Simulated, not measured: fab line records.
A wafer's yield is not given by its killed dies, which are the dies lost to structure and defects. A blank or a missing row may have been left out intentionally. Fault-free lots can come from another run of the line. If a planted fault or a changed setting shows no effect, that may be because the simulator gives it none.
Comparing a struck lot with a sound one | flow sky130 | 12 steps out of a route of 708
Sound: these wafers, L865.3, L865.4, L865.6. Struck: wafers L873.2, L873.4, L873.5. The cause is named last.
Each step with rows lists, per side, the tool, then ch with its chambers, then its first start. Under that, the readings that differ: sound wafers | struck wafers | difference of the means | sigmas: that difference in standard deviations of wafers without a fault.
alike: same words and numbers on both sides, and readings whose means sit less than 2 such deviations apart. not compared: any withheld reading, any reading some wafer has no value for, any bound like >300 that may hide the same value, and any number with overlapping values for which the record gives no deviation.
The two part at a step that has a row with sigmas, a row that says differs or no value, or rows on one side only. Numbers that don't overlap but have no deviation are shown without sigmas and don't part them. A reading missing from all wafers of one side parts the sides only when that side holds two or more wafers.

SKY_FIELD_ISO_BOW_MEAS_00:
  sound on film_metro-04 at day 2 21:02; struck on film_metro-04 at day 4 13:01
  alike: INCOMING_BOW
then, 1 step without rows for these wafers: SKY_FIELD_ISO_OXIDATION_01 (stabilise 600 s, purge 300 s, target thk 12 nm).
SKY_FIELD_ISO_THK_MEAS_02:
  sound on film_metro-03 at day 2 23:43; struck on film_metro-04 at day 4 14:44
  alike: FIELD_ISO_OXIDATION_00_THK
then, 1 step without rows for these wafers: SKY_FIELD_ISO_CVD_03 (deposits Si3N4 from DCS/NH3, target thk 165 nm, time 2830 s).
SKY_FIELD_ISO_THK_MEAS_04:
  sound on film_metro-04 at day 3 02:29; struck on film_metro-03 at day 4 16:57
  reading                   | sound             | struck            | difference | sigmas
  FIELD_ISO_CVD_03_THK (nm) | 163.0 163.1 163.9 | 168.8 167.4 167.4 | +4.5       | +3
then, 5 steps without rows for these wafers: SKY_FIELD_ISO_DEHYDRATE_05 (time 60 s); SKY_FIELD_ISO_HMDS_06 (prime time 60 s); SKY_FIELD_ISO_COAT_07 (resist thk 60 nm); SKY_FIELD_ISO_COAT_08 (resist thk 450 nm); SKY_FIELD_ISO_SOFTBAKE_09 (time 90 s).
SKY_FIELD_ISO_EXPOSE_10: exposes mask FOM, target cd 150 nm.
  struck on krf_scanner-01, day 5 01:47; sound on krf_scanner-02 ch 0, day 3 10:41
  no value came back on the struck wafers for exposure_dose_mJ_cm2, focus_offset_nm (nm); on the sound wafers exposure_dose_mJ_cm2 reads 28.00 27.99 27.96
  alike: mask
following that, these wafers have no rows for 1 step: SKY_FIELD_ISO_PEB_11.

## WHERE THEY PART
First at SKY_FIELD_ISO_THK_MEAS_04; last, within this record, at SKY_FIELD_ISO_EXPOSE_10.

WHY: the cause the simulator had injected
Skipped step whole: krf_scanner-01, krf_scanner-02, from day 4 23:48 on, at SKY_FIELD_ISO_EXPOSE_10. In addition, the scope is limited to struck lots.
